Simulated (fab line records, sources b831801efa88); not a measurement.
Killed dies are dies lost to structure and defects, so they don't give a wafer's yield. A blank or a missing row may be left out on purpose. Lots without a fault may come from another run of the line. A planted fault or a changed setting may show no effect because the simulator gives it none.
Chamber matching | flow sfq_line | SFQ_TRILAYER_I6_CMP_CMP_166 on cmp-01: 4 sister chambers
The step polishes SiO2. 4 wafers are shown with their chamber, then 6 later ones without.

WAFERS WITH THEIR CHAMBER
wafer  | chamber | motor_current_A (A)
L716.1 | 0       | 8.4
L717.6 | 1       | 10.2
L718.2 | 2       | 10.1
L718.4 | 3       | 10.3

WAFERS WITHOUT THEIR CHAMBER
wafer  | motor_current_A (A)
L718.6 | 9.7
L721.1 | 9.8
L721.2 | 8.9
L721.5 | 9.1
L729.4 | 9.6
L730.2 | 10.3

WHICH CHAMBER EACH WENT THROUGH
wafer  | from the rows above               | in truth
L718.6 | can't be placed: 2 or 1 or 3 or 0 | 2
L721.1 | can't be placed: 2 or 1 or 3      | 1
L721.2 | can't be placed: 0 or 2 or 1 or 3 | 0
L721.5 | can't be placed: 0 or 2 or 1 or 3 | 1
L729.4 | can't be placed: 2 or 1 or 3 or 0 | 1
L730.2 | can't be placed: 3 or 1 or 2      | 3
Placed correctly: 0 of 6. Can't be placed from these rows: 6 (the true chamber is among the candidates in 6). Placed wrongly: 0.
How it was worked out, from the rows above alone: a wafer's distance from a chamber is the root of the sum, over the readings, of the square of ((its reading less the chamber's mean) divided by the reading's scatter). The wafer belongs to the nearest chamber; if the next one is less than 2 further off, it can't be placed. A chamber's mean is the mean of its shown wafers. The scatter: with one shown wafer a chamber, the root of the mean of the squares of how far each hidden wafer lies from its nearest shown one.
